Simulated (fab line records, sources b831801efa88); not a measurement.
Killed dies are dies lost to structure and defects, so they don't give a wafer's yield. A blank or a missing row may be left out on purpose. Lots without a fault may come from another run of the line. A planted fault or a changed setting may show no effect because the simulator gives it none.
Problem report in the 8D (eight disciplines) form, filled by code | flow sky130 | the parts of the form that need people (team, actions taken, sign-off) are left out

1. THE PROBLEM
GATE_OXIDE_TW at SKY_GATE_OXIDE_TW_MEAS_14 reads a mean of 212.2 on 6 wafers of 2 lots; wafers without a fault read 224.8 with a standard deviation of 1.3. That is -9.7 standard deviations from the usual mean.
First seen on wafer L996.1, day 18 20:28, on film_metro-02. The record holds 36 wafers of 12 lots with a number at this step. Rule for "out", or "out of limits": more than 4 standard deviations from the usual mean. The other wafers with a number count as sound.

2. WHAT IT IS AND WHAT IT IS NOT
question                    | is                           | is not
which readings at this step | GATE_OXIDE_TW                | -
which lots                  | L996, L998                   | L103, L105, L982, L983, L984, L987, L988, L991, L992, L997
which wafers of those lots  | all that have a number       | -
read on which gauges        | film_metro-01, film_metro-02 | film_metro-04
when                        | from day 18 20:28            | up to then (21 sound wafers); but 9 sound wafers of L103, L105, L997 came after

3. SUSPECTS, AND WHAT RULES EACH OUT
Counting: a tool at a process step up to the reading stays a suspect if it ran every lot that is out and no sound lot after the first of them.
- the gauge at SKY_GATE_OXIDE_TW_MEAS_14: ruled out. The wafers that are out were read on 2 gauges (film_metro-01, film_metro-02).
- implanter-04 at SKY_GATE_OXIDE_IMPLANT_11: kept. It ran every lot that is out, first L996 (day 18 20:07), and no sound lot after that; its last sound lot up to then is L991 (day 16 21:39).
Left after counting: implanter-04 at SKY_GATE_OXIDE_IMPLANT_11.

4. THE CAUSE (what the simulator had put in)
Process parameter drift: implanter-04, from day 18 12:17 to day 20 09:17, at SKY_GATE_OXIDE_IMPLANT_11. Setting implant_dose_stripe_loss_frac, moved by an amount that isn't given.
Counting left only this tool.

5. THE CHAIN OF EFFECTS, in route order
Each row: a reading whose mean over the struck wafers that have a number lies more than 3 standard deviations from the usual. Only readings for which the record gives a usual standard deviation are gone through. hours: the time from each lot's start at the first step in this table that gives one to its start at this step, as a median over the lots. sigmas: the change in usual standard deviations.
hours | step                      | reading       | usual | on struck wafers | change | sigmas
0     | SKY_GATE_OXIDE_TW_MEAS_14 | GATE_OXIDE_TW | 224.8 | 212.2            | -12.6  | -9.7
Later measuring or inspecting steps at which every struck wafer that the step has a row for has a number for every such reading, and none has moved that far: SKY_LDD_N_OVL_MEAS_07.

6. WHAT WOULD HAVE CAUGHT IT SOONER
In this record the first reading out of limits at a measuring or inspecting step was taken at day 18 20:28, 8 hours after the fault began at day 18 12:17.
Of the tool readings at SKY_GATE_OXIDE_IMPLANT_11 for which the record gives a usual standard deviation, none was out on any struck wafer, so an alarm limit of 4 standard deviations on them would not have fired.
Of the lots that are out (2), L998 began SKY_GATE_OXIDE_IMPLANT_11 on implanter-04 after day 18 20:28. A hold on the tool at that time would have spared it.
